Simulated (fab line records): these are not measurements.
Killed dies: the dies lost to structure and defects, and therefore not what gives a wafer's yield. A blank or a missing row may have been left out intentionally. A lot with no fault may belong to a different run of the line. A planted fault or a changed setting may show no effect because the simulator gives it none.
Chamber matching | flow sky130 | SKY_VIA4_ETCH_12 on rie-diel-03: 4 sister chambers
The step etches SiO2 in C4F8/O2/Ar, stops on TiN, target depth 580 nm. 7 wafers are shown with their chamber, then 9 later ones without.

## EACH WAFER AND ITS CHAMBER
wafer  | chamber | oes-product-au (a.u.) | rf-fwd-power-W (W)
L080.6 | 1       | 0.932                 | 1493
L082.3 | 2       | 0.923                 | 1494
L084.1 | 3       | 0.931                 | 1487
L084.6 | 2       | 0.922                 | 1491
L087.2 | 0       | 0.925                 | 1483
L087.3 | 3       | 0.926                 | 1485
L087.6 | 0       | 0.925                 | 1495

## WAFERS WITH NO CHAMBER GIVEN
wafer  | oes-product-au (a.u.) | rf-fwd-power-W (W)
L090.1 | 0.919                 | 1490
L090.3 | 0.927                 | 1484
L090.5 | 0.921                 | 1487
L092.1 | 0.929                 | 1493
L092.4 | 0.919                 | 1496
L092.6 | 0.936                 | 1496
L096.1 | 0.924                 | 1484
L096.2 | 0.932                 | 1494
L096.6 | 0.921                 | 1499

## WHICH CHAMBER EACH ONE RAN IN
wafer  | from the rows above               | in truth
L090.1 | can't be placed: 2 or 0           | 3
L090.3 | can't be placed: 3 or 0 or 2      | 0
L090.5 | can't be placed: 2 or 0           | 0
L092.1 | can't be placed: 3 or 1 or 0 or 2 | 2
L092.4 | can't be placed: 2 or 0           | 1
L092.6 | 1                                 | 1
L096.1 | can't be placed: 0 or 2 or 3      | 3
L096.2 | 1                                 | 1
L096.6 | can't be placed: 2 or 0           | 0
2 of 9 placed correctly. Cannot be placed on the basis of these rows: 7; the candidates contain the true chamber in 5. 0 placed wrongly.
How it was worked out, from the rows above alone: a wafer's distance from a chamber is the root of the sum, over the readings, of the square of ((its reading less the chamber's mean) divided by the reading's scatter). The wafer belongs to the nearest chamber; if the next one is less than 2 further off, it can't be placed. A chamber's mean is the mean of its shown wafers. How the scatter is found: for the shown wafers, subtract from each reading the mean of its chamber, square and add these, divide the total by (wafers less chambers), then take the root.
